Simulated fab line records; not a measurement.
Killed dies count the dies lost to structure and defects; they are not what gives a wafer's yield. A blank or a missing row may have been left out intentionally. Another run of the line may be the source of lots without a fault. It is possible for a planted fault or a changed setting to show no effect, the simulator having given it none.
The tool behind it: which one?	flow sky130	11 lots, 33 wafers sampled, at 3 steps of a route of 708

WHAT THE GAUGES READ, wafer by wafer
SKY_CAP2M_THK_MEAS_01.
lot	measured	on	CAP2M_CVD_00_THK (nm)
L872	day 40 11:43	film metro-02	16.10 15.81 16.19
L873	day 40 16:12	film metro-02	15.56 15.60 15.83
L874	day 40 16:34	film metro-01	16.01 15.94 15.95
L875	day 40 23:25	film metro-04	15.29 15.47 15.21
L877	day 41 21:27	film metro-04	15.20 15.57 15.40
L879	day 42 11:59	film metro-01	15.64 15.38 15.30
L880	day 42 13:41	film metro-01	15.42 15.84 15.62
L881	day 42 23:46	film metro-01	15.32 15.46 15.11
L884	day 43 14:23	film metro-02	10.95 10.77 11.05
L886	day 44 09:26	film metro-04	11.17 11.33 11.18
L894	day 46 04:29	film metro-04	15.36 15.27 15.88

WHICH TOOL RAN EACH LOT (tool, then ch and the chambers of the sampled wafers, then the start)
lot	SKY_METAL4_SPUTTER_02	SKY_CAP2M_CVD_00
L872	pvd sputter-04, day 40 11:34	pecvd-04 ch 0,1, day 40 11:40
L873	pvd sputter-04, day 40 16:04	pecvd-03 ch 0,1, day 40 16:10
L874	pvd sputter-01, day 40 16:23	pecvd-04 ch 0,1,2, day 40 16:29
L875	pvd sputter-04, day 40 23:15	pecvd-02 ch 0,1, day 40 23:22
L877	pvd sputter-04, day 41 21:19	pecvd-02 ch 0,1,2, day 41 21:25
L879	pvd sputter-03, day 42 11:51	pecvd-04 ch 0,1,2, day 42 11:57
L880	pvd sputter-03, day 42 13:31	pecvd-03 ch 0, day 42 13:37
L881	pvd sputter-04, day 42 23:38	pecvd-02 ch 0,1, day 42 23:44
L884	pvd sputter-04, day 43 14:14	pecvd-02 ch 0,1, day 43 14:21
L886	pvd sputter-03, day 44 09:19	pecvd-02 ch 0,2, day 44 09:25
L894	pvd sputter-04, day 46 04:21	pecvd-04 ch 0,1,2, day 46 04:28
- SKY_METAL4_SPUTTER_02: material AlCu, target thk 735 nm, time 39.1 s.
- SKY_CAP2M_CVD_00: deposits SiO2, target thk 15.5 nm.

THE ANSWER, worked out from the rows above alone
Rule: usual is defined by the lots themselves. The widest of any qualifying gaps counts: lots, ordered by their means at a reading, are off when they make up no more than a third of the lots, leave a main group of 4 or more, and stand apart from it by 3 or more times the standard deviation of that group's means. A main group is skipped when, at the precision printed for the reading in the tables above, its means are all equal. Also off: a lot with no number at a reading for which 4 or more lots have one. Any other lot the step has rows for is counted as sound.
Off: L884, L886, at SKY_CAP2M_THK_MEAS_01 (CAP2M_CVD_00_THK). For the main group the mean is 15.58 nm and the standard deviation 0.25.
A tool fits if, at a process step before that reading, it ran every lot that is off, and no sound lot after the first of them. Those tools and the gauges at SKY_CAP2M_THK_MEAS_01 are tried in the same way. One fits: pecvd-02 at SKY_CAP2M_CVD_00. A fault onset in the window from L881 (day 42 23:44, its last sound lot) to L884 (day 43 14:21, its first lot off) fits.

WHAT THE SIMULATOR HAD PUT IN
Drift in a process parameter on pecvd-02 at SKY_CAP2M_CVD_00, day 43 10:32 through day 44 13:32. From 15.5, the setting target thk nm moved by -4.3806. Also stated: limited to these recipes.
Shown lots that were struck: L884, L886. This agrees with what the rule above found.
